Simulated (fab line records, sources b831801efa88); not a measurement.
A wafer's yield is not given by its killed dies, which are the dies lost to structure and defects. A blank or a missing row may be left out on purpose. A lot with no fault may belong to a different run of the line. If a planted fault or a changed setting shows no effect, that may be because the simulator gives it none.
Matching of chambers ; flow sky130 ; SKY_VIA4_CMP_02 on cmp-02 has 4 sister chambers
The step polishes SiO2. 18 wafers are shown with their chamber, then 9 later ones without.

== EACH WAFER AND ITS CHAMBER ==
wafer;chamber;motor current A (A);head pressure psi (psi)
L527.2;1;9.1;4.003
L527.3;2;10.8;3.983
L527.4;0;12.6;3.989
L528.1;0;12.0;4.011
L528.3;2;10.8;4.007
L528.5;2;10.6;4.000
L530.2;3;11.2;4.007
L530.5;3;11.0;3.987
L530.6;2;11.1;4.002
L531.2;3;10.8;3.987
L531.5;2;10.7;3.986
L531.6;3;11.4;3.988
L532.2;1;9.6;3.997
L532.4;0;12.7;3.989
L532.6;3;11.3;4.016
L534.2;3;11.5;3.987
L534.4;2;10.6;4.021
L534.6;3;11.2;3.992

SIGNATURES, as means of the wafers listed above
reading;chamber 0;chamber 1;chamber 2;chamber 3;scatter within a chamber
motor current A;12.433;9.350;10.767;11.200;0.257
head pressure psi;3.99633;4.00000;3.99983;3.99486;0.0124
Rule: for each reading, subtract the chamber's mean from the wafer's reading, divide by that reading's scatter and square the result; add these up over the readings and take the root, which gives the wafer's distance from the chamber. If the next closest chamber is less than 2 further off than the closest, the wafer can't be placed; otherwise it belongs to the closest. The scatter: take each reading less its chamber's mean, square it, sum over the shown wafers, divide by the number of wafers less the number of chambers, and take the root.

== WAFERS MISSING THEIR CHAMBER ==
wafer;motor current A (A);head pressure psi (psi)
L545.2;12.9;3.995
L545.4;10.8;4.012
L545.6;12.8;4.007
L546.1;9.5;3.991
L546.2;11.0;4.007
L546.6;10.8;3.993
L549.4;12.9;3.992
L549.5;11.2;3.995
L549.6;9.1;3.994

== CHAMBER TAKEN BY EACH ==
wafer;from the rows above;in truth
L545.2;0;0
L545.4;can't be placed: 2 or 3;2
L545.6;0;0
L546.1;1;1
L546.2;can't be placed: 2 or 3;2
L546.6;can't be placed: 2 or 3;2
L549.4;0;0
L549.5;can't be placed: 3 or 2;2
L549.6;1;1
Correctly placed: 5 of 9. Can't be placed from these rows: 4 (the true chamber is among the candidates in 4). Placed wrongly: 0.
